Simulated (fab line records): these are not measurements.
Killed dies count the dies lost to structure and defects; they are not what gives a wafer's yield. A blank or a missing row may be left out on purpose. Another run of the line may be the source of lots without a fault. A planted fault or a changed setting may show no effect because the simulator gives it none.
Which tool was responsible? | flow sky130 | route of 708 steps, sampled at 1 step: 6 lots, 18 wafers

== WHAT EACH GAUGE READ, for each wafer ==
SKY_FIELD_ISO_BOW_MEAS_00.
lot  | measured    | on            | INCOMING_BOW (um)
L332 | day 1 20:01 | film_metro-04 | 3 -9 -10
L335 | day 2 11:01 | film_metro-03 | -4 -4 6
L338 | day 3 02:00 | film_metro-04 | -5 4 4
L341 | day 3 17:01 | film_metro-04 | 6 7 -11
L348 | day 5 04:00 | film_metro-04 | 0 -3 3
L350 | day 5 14:00 | film_metro-03 | 6 4 2

== WHICH TOOL RAN EACH LOT (tool, then ch and the chambers of the sampled wafers, then the start) ==
Record: no process step prior to these readings.

== THE ANSWER, worked out from the rows above alone ==
Rule: the usual values come from the lots themselves. Put in order of their means at a reading, lots are off if they are a third of the lots or fewer, leave a main group of 4 or more, and stand apart from it by a gap of 3 or more times the standard deviation of the main group's means; of several such gaps the widest counts. If all means in a main group match to the digits the tables above print for the reading, that group is not used. Also off: a lot with no number at a reading for which 4 or more lots have one. All remaining lots with rows at the step are treated as sound.
Across all readings shown, no lot is off: no conclusion can be drawn from this.

== WHAT HAD BEEN PUT IN BY THE SIMULATOR ==
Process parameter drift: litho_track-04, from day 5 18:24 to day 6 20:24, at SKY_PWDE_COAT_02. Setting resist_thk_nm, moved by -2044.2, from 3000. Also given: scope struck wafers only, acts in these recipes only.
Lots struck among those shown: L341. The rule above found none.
